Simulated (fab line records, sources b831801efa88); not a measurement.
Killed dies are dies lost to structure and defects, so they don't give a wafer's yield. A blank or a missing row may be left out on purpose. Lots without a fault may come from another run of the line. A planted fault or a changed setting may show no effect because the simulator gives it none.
Which tool did it? | flow gf180mcu | 13 lots, 39 wafers sampled, at 3 steps of a route of 602

WHAT THE GAUGES READ, wafer by wafer
GF_V5_BOW_MEAS_05.
lot  | measured     | on            | V5_BOW (um)
L447 | day 26 10:29 | film_metro-02 | 126 130 127
L448 | day 26 14:58 | film_metro-04 | 140 139 148
L449 | day 27 01:56 | film_metro-04 | 121 129 134
L451 | day 27 17:45 | film_metro-02 | 140 145 131
L452 | day 28 01:01 | film_metro-02 | 145 123 131
L456 | day 29 14:57 | film_metro-04 | 118 118 119
L458 | day 29 22:29 | film_metro-04 | 127 144 132
L459 | day 30 06:34 | film_metro-02 | 132 139 140
L460 | day 30 06:54 | film_metro-02 | 137 136 128
L466 | day 31 21:38 | film_metro-02 | 141 134 129
L467 | day 32 02:36 | film_metro-04 | 134 133 126
L468 | day 32 07:44 | film_metro-04 | 131 128 125
L469 | day 32 12:53 | film_metro-02 | 139 139 132

WHICH TOOL RAN EACH LOT (tool, then ch and the chambers of the sampled wafers, then the start)
lot  | GF_SAB_STRIP_13                      | GF_M5_ETCH_09
L447 | plasma_asher-04 ch 0,1, day 15 04:41 | rie_diel-01 ch 0,3, day 26 09:13
L448 | plasma_asher-02 ch 0,1, day 15 09:56 | rie_diel-02 ch 1,2,3, day 26 13:42
L449 | plasma_asher-04 ch 0,1, day 15 23:09 | rie_diel-01 ch 0,1, day 27 00:36
L451 | plasma_asher-02 ch 0,1, day 16 15:38 | rie_diel-02 ch 1,3, day 27 16:28
L452 | plasma_asher-04 ch 0,1, day 17 00:19 | rie_diel-04 ch 0,1, day 27 23:43
L456 | plasma_asher-02 ch 0,1, day 18 21:22 | rie_diel-02 ch 0,1,2, day 29 13:43
L458 | plasma_asher-04 ch 1, day 19 04:31   | rie_diel-01 ch 1,3, day 29 21:09
L459 | plasma_asher-04 ch 0,1, day 19 14:08 | rie_diel-04 ch 0,2,3, day 30 05:16
L460 | plasma_asher-02 ch 0,1, day 19 18:20 | rie_diel-01 ch 0,1,3, day 30 05:37
L466 | plasma_asher-02 ch 0, day 21 22:43   | rie_diel-02 ch 0,1,3, day 31 20:22
L467 | plasma_asher-01 ch 0,1, day 22 04:23 | rie_diel-02 ch 0,1,2, day 32 01:08
L468 | plasma_asher-01 ch 0,1, day 22 09:08 | rie_diel-02 ch 0,1,3, day 32 06:28
L469 | plasma_asher-04 ch 0,1, day 22 17:41 | rie_diel-04 ch 1,2, day 32 11:36
- GF_SAB_STRIP_13: strips in O2/N2.
- GF_M5_ETCH_09: etches Si3N4 in CF4/O2, target depth 52 nm, time 11.6 s.

WHAT THE TOOLS THEMSELVES READ (means of the sampled wafers that have a number; where no wafer has one, the mark that the record gives instead)
GF_SAB_STRIP_13.
lot  | tool            | drypump_motor_current_A (A) | heater_power_w (W) | oes_product_au (a.u.) | strip_time_to_endpoint_s (s)
L447 | plasma_asher-04 | 5.5                         | 318                | 0.712                 | 12.60
L448 | plasma_asher-02 | 6.1                         | 338                | 0.709                 | 12.57
L449 | plasma_asher-04 | 5.5                         | 319                | 0.708                 | 12.66
L451 | plasma_asher-02 | 6.1                         | 337                | 0.709                 | 12.59
L452 | plasma_asher-04 | 5.5                         | 317                | 0.710                 | 12.61
L456 | plasma_asher-02 | 6.1                         | 340                | 0.707                 | 12.61
L458 | plasma_asher-04 | 6.2                         | 343                | 0.711                 | 12.55
L459 | plasma_asher-04 | 5.9                         | 331                | 0.711                 | 12.60
L460 | plasma_asher-02 | 6.1                         | 342                | 0.708                 | 12.63
L466 | plasma_asher-02 | 6.1                         | 331                | 0.710                 | 12.64
L467 | plasma_asher-01 | 6.0                         | 294                | 0.706                 | 12.62
L468 | plasma_asher-01 | 5.8                         | 312                | 0.707                 | 12.61
L469 | plasma_asher-04 | 5.9                         | 333                | 0.709                 | 12.64

GF_M5_ETCH_09.
lot  | tool        | drypump_motor_current_A (A) | oes_product_au (a.u.) | throttle_valve_pct (%)
L447 | rie_diel-01 | 5.4                         | 1.004                 | 5.979
L448 | rie_diel-02 | 5.9                         | 1.006                 | 5.972
L449 | rie_diel-01 | 5.6                         | 1.006                 | 5.967
L451 | rie_diel-02 | 5.9                         | 1.016                 | 5.961
L452 | rie_diel-04 | 5.2                         | 0.998                 | 5.972
L456 | rie_diel-02 | 6.1                         | 0.991                 | 5.970
L458 | rie_diel-01 | 5.7                         | 0.998                 | 5.964
L459 | rie_diel-04 | 5.5                         | 1.000                 | 5.959
L460 | rie_diel-01 | 5.6                         | 1.008                 | 5.974
L466 | rie_diel-02 | 5.9                         | 1.001                 | 5.974
L467 | rie_diel-02 | 6.1                         | 0.999                 | 5.954
L468 | rie_diel-02 | 5.9                         | 1.012                 | 5.983
L469 | rie_diel-04 | 6.1                         | 0.993                 | 5.975

THE ANSWER, worked out from the rows above alone
Rule: what is usual is taken from the lots themselves. Put in order of their means at a reading, lots are off if they are a third of the lots or fewer, leave a main group of 4 or more, and stand apart from it by a gap of 3 or more times the standard deviation of the main group's means; of several such gaps the widest counts. A main group whose means are all the same, to the digits that the tables above print for the reading, isn't used. A lot without any number at a reading at which 4 lots or more have one is off too. The other lots that the step has rows for count as sound. The gauges are gone through in route order, then the tools' own readings, and for those a lot's mean is taken as printed above. The first step at which some lot is off is used, and at that step the reading that is off furthest; a lot without a number counts as furthest.
No lot is off at any reading shown: from this, nothing can be told.

WHAT THE SIMULATOR HAD PUT IN
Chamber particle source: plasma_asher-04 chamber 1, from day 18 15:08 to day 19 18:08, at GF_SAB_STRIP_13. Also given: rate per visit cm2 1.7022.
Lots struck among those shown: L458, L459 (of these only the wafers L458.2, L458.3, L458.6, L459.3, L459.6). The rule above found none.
